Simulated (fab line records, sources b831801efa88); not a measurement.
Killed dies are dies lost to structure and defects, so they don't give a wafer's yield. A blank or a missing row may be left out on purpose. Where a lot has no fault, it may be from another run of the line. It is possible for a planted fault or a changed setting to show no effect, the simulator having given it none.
Struck lot and sound lot, side by side | flow sky130 | 21 steps out of a route of 708
Sound: the wafers L576.2, L576.3, L576.5. Struck: wafers L563.3, L563.5, L563.6. At the end, the cause is stated.
At each step with rows: each side's tool, then ch and its chambers, then its first start. Under that, the readings that differ: sound wafers | struck wafers | difference of the means | sigmas: that difference in standard deviations of wafers without a fault.
alike: words and numbers the same on both sides, and readings whose means are apart by under 2 such deviations; not compared: readings that were withheld, readings missing a value for some wafer, numbers with overlapping values and no deviation given by the record, and bounds like >300 which may hide the same value.
The two part at a step that has a row with sigmas, a row that says differs or no value, or rows on one side only. Numbers that don't overlap but have no deviation are shown without sigmas and don't part them. A reading that every wafer of one side lacks parts them only if that side has two wafers or more.

first, 1 step without rows for these wafers: SKY_RES_XHIGH_IMPLANT_07.
SKY_RES_XHIGH_STRIP_08: strips in O2/N2.
  sound on plasma asher-04 ch 0,1, day 30 22:26; struck on plasma asher-04 ch 0,1, day 27 18:04
  alike: drypump motor current A, oes product au, strip time to endpoint s
  not compared: rf hours counter h
SKY_RES_XHIGH_TW_MEAS_09:
  sound: film metro-04 at day 30 22:33; struck: film metro-04 at day 27 18:09
  alike: RES_XHIGH_TW
then, 7 steps without rows for these wafers: SKY_SD_N_DEHYDRATE_00 (time 60 s); SKY_SD_N_HMDS_01 (prime time 60 s); SKY_SD_N_COAT_02 (resist thk 1140 nm); SKY_SD_N_SOFTBAKE_03 (time 60 s); SKY_SD_N_EXPOSE_04 (exposes mask NSDM, target cd 380 nm); SKY_SD_N_PEB_05; SKY_SD_N_DEVELOP_06 (develop time 60 s).
SKY_SD_N_CD_MEAS_07 targets a cd of 380 nm.
  sound: cd sem-01 at day 32 01:26; struck: cd sem-02 at day 28 22:19
  alike: cd nm
SKY_SD_N_OVL_MEAS_08:
  sound: overlay-02 at day 32 01:33; struck: overlay-01 at day 28 22:25
  alike: SD_N_OVL
SKY_SD_N_IMPLANT_09:
  sound on implanter-02 ch 0, day 32 01:37; struck on implanter-03 ch 0, day 28 22:29
  reading                          | sound                         | struck                     | difference | sigmas
  beam on s (s)                    | 16.4 17.2 15.9                | 10.0 10.1 10.4             | -6.3       | -5
  dose ions cm2                    | 3.993e+15 3.991e+15 3.996e+15 | 4.66e+14 4.58e+14 4.59e+14 | -3.53e+15  | -99 or more
  end station pressure torr (Torr) | 1.34e-05 1.47e-05 1.4e-05     | 7.1e-06 6.6e-06 7.5e-06    | -7.0e-06   | -7
  faraday current uA               | 13335 12639 13657             | 2602 2562 2483             | -10661     | -13
following that, these wafers have no rows for 1 step: SKY_SD_N_IMPLANT_10.
SKY_SD_N_STRIP_11: strips in O2/N2.
  sound on plasma asher-03 ch 0,1, day 32 01:53; struck on plasma asher-01 ch 0,1, day 28 22:46
  reading                      | sound             | struck            | difference | sigmas
  oes product au (a.u.)        | 0.526 0.528 0.523 | 0.648 0.651 0.651 | +0.124     | +28
  strip time to endpoint s (s) | 22.51 22.55 22.52 | 16.01 15.90 15.94 | -6.58      | -99 or more
  alike: drypump motor current A
  not compared: rf hours counter h
SKY_SD_N_TW_MEAS_12:
  sound: film metro-03 at day 32 01:59; struck: film metro-04 at day 28 22:52
  reading | sound          | struck         | difference | sigmas
  SD_N_TW | 4033 4027 4043 | 3414 3415 3406 | -623       | -28
then, 1 step without rows for these wafers: SKY_SD_N_CLEAN_13 (cleans in SC1/SC2, time 150 s).
SKY_SD_N_RTA_14: time 2 s.
  sound on rtp anneal-02 ch 0, day 32 02:06; struck on rtp anneal-01 ch 0, day 28 22:58
  alike: anneal temp c max, chamber o2 ppm, lamp power pct, wafer_temp_C_max
SKY_SD_N_RS_MEAS_16: a four-point-probe measurement.
  sound: film metro-04 at day 32 02:17; struck: film metro-03 at day 28 23:10
  reading          | sound             | struck               | difference | sigmas
  SD_N_RS (ohm/sq) | 68.39 68.55 68.44 | 166.11 169.57 169.45 | +99.92     | +99 or more
SKY_SD_N_RS_MEAS_17: a four-point-probe measurement.
  sound: film metro-04 at day 32 02:24; struck: film metro-03 at day 28 23:17
  alike: SD_P_RS
-- a jump in the record: the struck wafers' starts before and after are 17 days apart (it breaks off in module SD_N and resumes in module PAD_OPEN, where the first step shown is number 708 of the route) --
SKY_PAD_OPEN_PROBE_99:
  sound: prober-02 at day 48 15:37; struck: prober-02 at day 46 08:28
  reading                                 | sound                         | struck                       | difference | sigmas
  model.etest.nfet g5v0d10v5.r on ohm um  | 1853 1885 1891                | 2585 2661 2619               | +745       |
  model.etest.nfet_16v.r on ohm um        | 1.409e+04 1.425e+04 1.412e+04 | 1.498e+04 1.504e+04 1.51e+04 | +8.867e+02 |
  model.etest.res ndiff.line ohm um       | 767.4 771.7 775.2             | 1301 1296 1321               | +535       |
  model.etest.sonos uncharged.r on ohm um | 782.4 785 800                 | 1345 1380 1347               | +568       |
  model.etest.licon ndiff.rc ohm          | 190 182.2 186.4               | 472.6 493.1 488.7            | +298.6     |
  model.etest.nfet_01v8.r on ohm um       | 815.5 814.6 827               | 1075 1102 1078               | +266       |
  model.etest.res ndiff hv.rs ohm sq      | 114.9 116 115.8               | 210.4 213.9 213.3            | +97.0      |
  model.etest.res ndiff.rs ohm sq         | 121.1 121.4 120.9             | 203.3 201.2 203.7            | +81.6      |
  alike: killed_at_M0_to_M3, killed_at_M4_up, killed at contacts, killed at front end, killed at other, killed dies, killed open, killed short

## WHERE THEY PART
Last at SKY_SD_N_RS_MEAS_16 as far as this record goes, first at SKY_SD_N_IMPLANT_09. Later steps at which nothing parts them and some readings are alike: SKY_SD_N_RS_MEAS_17, SKY_PAD_OPEN_PROBE_99.

WHY: the cause the simulator had injected
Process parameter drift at SKY_SD_N_IMPLANT_09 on implanter-03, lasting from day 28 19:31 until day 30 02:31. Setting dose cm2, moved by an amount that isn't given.
